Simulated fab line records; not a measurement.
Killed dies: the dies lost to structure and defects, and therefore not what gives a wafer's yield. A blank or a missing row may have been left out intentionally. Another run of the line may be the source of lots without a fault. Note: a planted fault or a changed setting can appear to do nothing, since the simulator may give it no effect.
Which tool is to blame? || flow sky130 || 14 lots with 42 wafers sampled at 4 steps, on a route of 708 steps

WHAT THE GAUGES SHOWED, per wafer
SKY_VIA2_THK_MEAS_23: measures by xrf. Usual: VIA2_W_THK gives 429 nm (standard deviation 6.6).
{"lot": "L732", "measured": "day 36 19:49", "on": "film_metro-01", "VIA2_W_THK (nm)": "424 414 416", "flag": ""}
{"lot": "L734", "measured": "day 37 20:27", "on": "film_metro-01", "VIA2_W_THK (nm)": "412 412 418", "flag": ""}
{"lot": "L733", "measured": "day 38 01:40", "on": "film_metro-03", "VIA2_W_THK (nm)": "443 444 443", "flag": ""}
{"lot": "L736", "measured": "day 38 18:23", "on": "film_metro-03", "VIA2_W_THK (nm)": "433 439 435", "flag": ""}
{"lot": "L738", "measured": "day 39 06:35", "on": "film_metro-04", "VIA2_W_THK (nm)": "433 431 433", "flag": ""}
{"lot": "L739", "measured": "day 39 10:03", "on": "film_metro-04", "VIA2_W_THK (nm)": "427 430 436", "flag": ""}
{"lot": "L740", "measured": "day 40 00:44", "on": "film_metro-03", "VIA2_W_THK (nm)": "430 426 427", "flag": ""}
{"lot": "L745", "measured": "day 40 23:18", "on": "film_metro-03", "VIA2_W_THK (nm)": "436 427 435", "flag": ""}
{"lot": "L747", "measured": "day 41 13:14", "on": "film_metro-01", "VIA2_W_THK (nm)": "427 427 425", "flag": ""}
{"lot": "L748", "measured": "day 41 18:52", "on": "film_metro-01", "VIA2_W_THK (nm)": "420 420 427", "flag": ""}
{"lot": "L749", "measured": "day 41 22:49", "on": "film_metro-04", "VIA2_W_THK (nm)": "431 427 433", "flag": ""}
{"lot": "L751", "measured": "day 42 16:55", "on": "film_metro-01", "VIA2_W_THK (nm)": "424 422 424", "flag": ""}
{"lot": "L752", "measured": "day 43 08:19", "on": "film_metro-01", "VIA2_W_THK (nm)": "422 424 426", "flag": ""}
{"lot": "L753", "measured": "day 43 13:00", "on": "film_metro-01", "VIA2_W_THK (nm)": "420 428 430", "flag": ""}

SKY_CAPM_OVL_MEAS_12. Usual: CAPM_OVL gives 0.7 nm (standard deviation 1.5).
{"lot": "L732", "measured": "day 37 22:02", "on": "overlay-01", "CAPM_OVL (nm)": "0.6 0.3 -1.2", "flag": ""}
{"lot": "L734", "measured": "day 38 22:08", "on": "overlay-02", "CAPM_OVL (nm)": "-0.1 0.1 0.0", "flag": ""}
{"lot": "L733", "measured": "day 39 03:37", "on": "overlay-02", "CAPM_OVL (nm)": "3.0 3.9 2.0", "flag": ""}
{"lot": "L736", "measured": "day 39 19:28", "on": "overlay-01", "CAPM_OVL (nm)": "1.6 0.0 0.2", "flag": ""}
{"lot": "L738", "measured": "day 40 07:44", "on": "overlay-01", "CAPM_OVL (nm)": "- - -", "flag": "OFF"}
{"lot": "L739", "measured": "day 40 10:16", "on": "overlay-02", "CAPM_OVL (nm)": "- - -", "flag": "OFF"}
{"lot": "L740", "measured": "day 41 01:01", "on": "overlay-02", "CAPM_OVL (nm)": "1.5 1.1 -0.9", "flag": ""}
{"lot": "L745", "measured": "day 41 23:25", "on": "overlay-02", "CAPM_OVL (nm)": "-1.0 0.5 -0.3", "flag": ""}
{"lot": "L747", "measured": "day 42 12:35", "on": "overlay-01", "CAPM_OVL (nm)": "0.2 -0.8 0.1", "flag": ""}
{"lot": "L748", "measured": "day 42 17:56", "on": "overlay-01", "CAPM_OVL (nm)": "0.8 1.0 0.8", "flag": ""}
{"lot": "L749", "measured": "day 42 21:23", "on": "overlay-01", "CAPM_OVL (nm)": "1.3 2.4 0.3", "flag": ""}
{"lot": "L751", "measured": "day 43 16:45", "on": "overlay-02", "CAPM_OVL (nm)": "-0.1 1.3 -0.7", "flag": ""}
{"lot": "L752", "measured": "day 44 06:55", "on": "overlay-02", "CAPM_OVL (nm)": "0.7 1.4 2.6", "flag": ""}
{"lot": "L753", "measured": "day 44 11:25", "on": "overlay-01", "CAPM_OVL (nm)": "2.6 3.7 2.4", "flag": ""}

EACH LOT AND THE TOOL THAT RAN IT (in order: tool; ch and the chambers of the sampled wafers; start)
{"lot": "L732", "SKY_VIA2_ETCH_14": "rie_diel-03 ch 0,1,2, day 36 18:47", "SKY_CAPM_DEVELOP_11": "litho_track-03 ch 0, day 37 21:55"}
{"lot": "L734", "SKY_VIA2_ETCH_14": "rie_diel-03 ch 1,2,3, day 37 19:26", "SKY_CAPM_DEVELOP_11": "litho_track-01 ch 0, day 38 22:02"}
{"lot": "L733", "SKY_VIA2_ETCH_14": "rie_diel-03 ch 0,2,3, day 38 00:38", "SKY_CAPM_DEVELOP_11": "litho_track-01 ch 0, day 39 03:29"}
{"lot": "L736", "SKY_VIA2_ETCH_14": "rie_diel-03 ch 0,3, day 38 17:22", "SKY_CAPM_DEVELOP_11": "litho_track-01 ch 0, day 39 19:20"}
{"lot": "L738", "SKY_VIA2_ETCH_14": "rie_diel-01 ch 0,3, day 39 05:32", "SKY_CAPM_DEVELOP_11": "litho_track-01, day 40 07:37"}
{"lot": "L739", "SKY_VIA2_ETCH_14": "rie_diel-03 ch 0,3, day 39 09:02", "SKY_CAPM_DEVELOP_11": "litho_track-02, day 40 10:07"}
{"lot": "L740", "SKY_VIA2_ETCH_14": "rie_diel-02 ch 0,1,2, day 39 23:43", "SKY_CAPM_DEVELOP_11": "litho_track-01 ch 0, day 41 00:53"}
{"lot": "L745", "SKY_VIA2_ETCH_14": "rie_diel-02 ch 0,1,2, day 40 22:13", "SKY_CAPM_DEVELOP_11": "litho_track-01 ch 0, day 41 23:17"}
{"lot": "L747", "SKY_VIA2_ETCH_14": "rie_diel-01 ch 0,2,3, day 41 12:10", "SKY_CAPM_DEVELOP_11": "litho_track-03 ch 0, day 42 12:28"}
{"lot": "L748", "SKY_VIA2_ETCH_14": "rie_diel-01 ch 0,2,3, day 41 17:40", "SKY_CAPM_DEVELOP_11": "litho_track-03 ch 0, day 42 17:47"}
{"lot": "L749", "SKY_VIA2_ETCH_14": "rie_diel-02 ch 2,3, day 41 21:49", "SKY_CAPM_DEVELOP_11": "litho_track-03 ch 0, day 42 21:14"}
{"lot": "L751", "SKY_VIA2_ETCH_14": "rie_diel-01 ch 0,3, day 42 15:53", "SKY_CAPM_DEVELOP_11": "litho_track-03 ch 0, day 43 16:38"}
{"lot": "L752", "SKY_VIA2_ETCH_14": "rie_diel-01 ch 0,2, day 43 07:16", "SKY_CAPM_DEVELOP_11": "litho_track-01 ch 0, day 44 06:46"}
{"lot": "L753", "SKY_VIA2_ETCH_14": "rie_diel-03 ch 0,1,3, day 43 11:58", "SKY_CAPM_DEVELOP_11": "litho_track-02 ch 0, day 44 11:16"}
- SKY_VIA2_ETCH_14: etches BARC in N2/H2, stops on SiO2, time 45.9 s, target depth 60 nm.
- SKY_CAPM_DEVELOP_11: develop time 60 s.

WHAT THE TOOLS THEMSELVES READ (means of the sampled wafers that have a number; where no wafer has one, the mark that the record gives instead)
SKY_VIA2_ETCH_14. Usual: drypump_motor_current_A 5.8 A, standard deviation 0.53; oes_product_au 0.854 a.u., standard deviation 0.005; throttle_valve_pct 13.225 %, standard deviation 0.0087.
{"lot": "L732", "tool": "rie_diel-03", "drypump_motor_current_A (A)": 5.8, "oes_product_au (a.u.)": 0.854, "throttle_valve_pct (%)": 13.234, "flag": ""}
{"lot": "L734", "tool": "rie_diel-03", "drypump_motor_current_A (A)": 6.0, "oes_product_au (a.u.)": 0.854, "throttle_valve_pct (%)": 13.231, "flag": ""}
{"lot": "L733", "tool": "rie_diel-03", "drypump_motor_current_A (A)": 5.9, "oes_product_au (a.u.)": 0.854, "throttle_valve_pct (%)": 13.230, "flag": ""}
{"lot": "L736", "tool": "rie_diel-03", "drypump_motor_current_A (A)": 6.0, "oes_product_au (a.u.)": 0.858, "throttle_valve_pct (%)": 13.229, "flag": ""}
{"lot": "L738", "tool": "rie_diel-01", "drypump_motor_current_A (A)": 5.6, "oes_product_au (a.u.)": 0.854, "throttle_valve_pct (%)": 13.222, "flag": ""}
{"lot": "L739", "tool": "rie_diel-03", "drypump_motor_current_A (A)": 6.3, "oes_product_au (a.u.)": 0.854, "throttle_valve_pct (%)": 13.217, "flag": ""}
{"lot": "L740", "tool": "rie_diel-02", "drypump_motor_current_A (A)": 5.5, "oes_product_au (a.u.)": 0.849, "throttle_valve_pct (%)": 13.225, "flag": ""}
{"lot": "L745", "tool": "rie_diel-02", "drypump_motor_current_A (A)": 5.5, "oes_product_au (a.u.)": 0.857, "throttle_valve_pct (%)": 13.231, "flag": ""}
{"lot": "L747", "tool": "rie_diel-01", "drypump_motor_current_A (A)": 6.0, "oes_product_au (a.u.)": 0.856, "throttle_valve_pct (%)": 13.227, "flag": ""}
{"lot": "L748", "tool": "rie_diel-01", "drypump_motor_current_A (A)": 6.0, "oes_product_au (a.u.)": 0.851, "throttle_valve_pct (%)": 13.223, "flag": ""}
{"lot": "L749", "tool": "rie_diel-02", "drypump_motor_current_A (A)": 5.4, "oes_product_au (a.u.)": 0.857, "throttle_valve_pct (%)": 13.222, "flag": ""}
{"lot": "L751", "tool": "rie_diel-01", "drypump_motor_current_A (A)": 6.0, "oes_product_au (a.u.)": 0.852, "throttle_valve_pct (%)": 13.230, "flag": ""}
{"lot": "L752", "tool": "rie_diel-01", "drypump_motor_current_A (A)": 6.4, "oes_product_au (a.u.)": 0.854, "throttle_valve_pct (%)": 13.228, "flag": ""}
{"lot": "L753", "tool": "rie_diel-03", "drypump_motor_current_A (A)": 6.2, "oes_product_au (a.u.)": 0.853, "throttle_valve_pct (%)": 13.225, "flag": ""}

SKY_CAPM_DEVELOP_11. Usual: chill_plate_temp_C at 23.01 C, with a standard deviation of 0.12.
{"lot": "L732", "tool": "litho_track-03", "chill_plate_temp_C (C)": 23.10, "flag": ""}
{"lot": "L734", "tool": "litho_track-01", "chill_plate_temp_C (C)": 22.93, "flag": ""}
{"lot": "L733", "tool": "litho_track-01", "chill_plate_temp_C (C)": 22.89, "flag": ""}
{"lot": "L736", "tool": "litho_track-01", "chill_plate_temp_C (C)": 23.21, "flag": ""}
{"lot": "L738", "tool": "litho_track-01", "chill_plate_temp_C (C)": "-", "flag": "OFF"}
{"lot": "L739", "tool": "litho_track-02", "chill_plate_temp_C (C)": "-", "flag": "OFF"}
{"lot": "L740", "tool": "litho_track-01", "chill_plate_temp_C (C)": 23.15, "flag": ""}
{"lot": "L745", "tool": "litho_track-01", "chill_plate_temp_C (C)": 22.93, "flag": ""}
{"lot": "L747", "tool": "litho_track-03", "chill_plate_temp_C (C)": 23.02, "flag": ""}
{"lot": "L748", "tool": "litho_track-03", "chill_plate_temp_C (C)": 23.08, "flag": ""}
{"lot": "L749", "tool": "litho_track-03", "chill_plate_temp_C (C)": 22.89, "flag": ""}
{"lot": "L751", "tool": "litho_track-03", "chill_plate_temp_C (C)": 22.89, "flag": ""}
{"lot": "L752", "tool": "litho_track-01", "chill_plate_temp_C (C)": 22.90, "flag": ""}
{"lot": "L753", "tool": "litho_track-02", "chill_plate_temp_C (C)": 23.10, "flag": ""}

THE ANSWER, worked out from the rows above alone
Rule: take the mean of a lot's wafers that have a number; if it is more than 3 standard deviations from the usual mean, the lot is off. Also off: a lot with no number at a reading for which 4 or more lots have one. The other lots that the step has rows for count as sound. After the gauges, taken in route order, come the tools' own readings; for these a lot's mean is taken, as printed above. At the first step where some lot is off, the reading lying furthest off is the one used; lots without a number count as furthest.
Off: at SKY_CAPM_OVL_MEAS_12 (CAPM_OVL), L738, L739. Without a number there: L738, L739.
If a tool, at a process step before that reading, ran all the lots that are off and no sound lot after the first of them, it fits. The gauges at SKY_CAPM_OVL_MEAS_12 aren't tried: what is off there is off at SKY_CAPM_DEVELOP_11 too, on other tools, and a gauge's error can't cause that. None of those tried fits.

WHAT WAS PUT IN BY THE SIMULATOR
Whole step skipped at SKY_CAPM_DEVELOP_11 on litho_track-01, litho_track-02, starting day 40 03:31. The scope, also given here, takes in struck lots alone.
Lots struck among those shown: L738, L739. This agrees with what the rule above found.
